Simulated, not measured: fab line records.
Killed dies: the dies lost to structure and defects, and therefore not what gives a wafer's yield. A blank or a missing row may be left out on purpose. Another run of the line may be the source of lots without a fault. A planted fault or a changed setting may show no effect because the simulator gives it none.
Matching of chambers / flow gf180mcu / cmp-02 running GF_V1_CMP_26: 4 sister chambers
The step polishes, stops on SiO2, t overpolish 15 s, target thk 0 nm. 4 wafers are shown with their chamber, then 7 later ones without.

## WAFERS, EACH WITH ITS CHAMBER
wafer=L082.3; chamber=0; motor current A (A)=11.4
wafer=L082.4; chamber=2; motor current A (A)=10.4
wafer=L083.1; chamber=1; motor current A (A)=12.1
wafer=L083.4; chamber=3; motor current A (A)=10.3

## WAFERS WITHOUT THEIR CHAMBER
wafer=L083.5; motor current A (A)=10.3
wafer=L085.2; motor current A (A)=11.4
wafer=L085.5; motor current A (A)=10.9
wafer=L085.6; motor current A (A)=12.6
wafer=L091.3; motor current A (A)=11.2
wafer=L091.4; motor current A (A)=10.7
wafer=L091.6; motor current A (A)=10.4

## EACH ONE'S CHAMBER
wafer=L083.5; from the rows above=can't be placed: 3 or 2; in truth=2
wafer=L085.2; from the rows above=0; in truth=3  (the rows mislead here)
wafer=L085.5; from the rows above=can't be placed: 0 or 2 or 3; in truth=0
wafer=L085.6; from the rows above=1; in truth=1
wafer=L091.3; from the rows above=can't be placed: 0 or 2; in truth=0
wafer=L091.4; from the rows above=can't be placed: 2 or 3 or 0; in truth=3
wafer=L091.6; from the rows above=can't be placed: 2 or 3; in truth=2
Correctly placed: 1 of 7. Cannot be placed on the basis of these rows: 5; the candidates contain the true chamber in 5. Number placed wrongly: 1.
How it was worked out, from the rows above alone: a wafer's distance from a chamber is the root of the sum, over the readings, of the square of ((its reading less the chamber's mean) divided by the reading's scatter). The wafer belongs to the nearest chamber; if the next one is less than 2 further off, it can't be placed. Each chamber's mean is taken over the wafers shown for it. The scatter: with one shown wafer a chamber, the root of the mean of the squares of how far each hidden wafer lies from its nearest shown one.
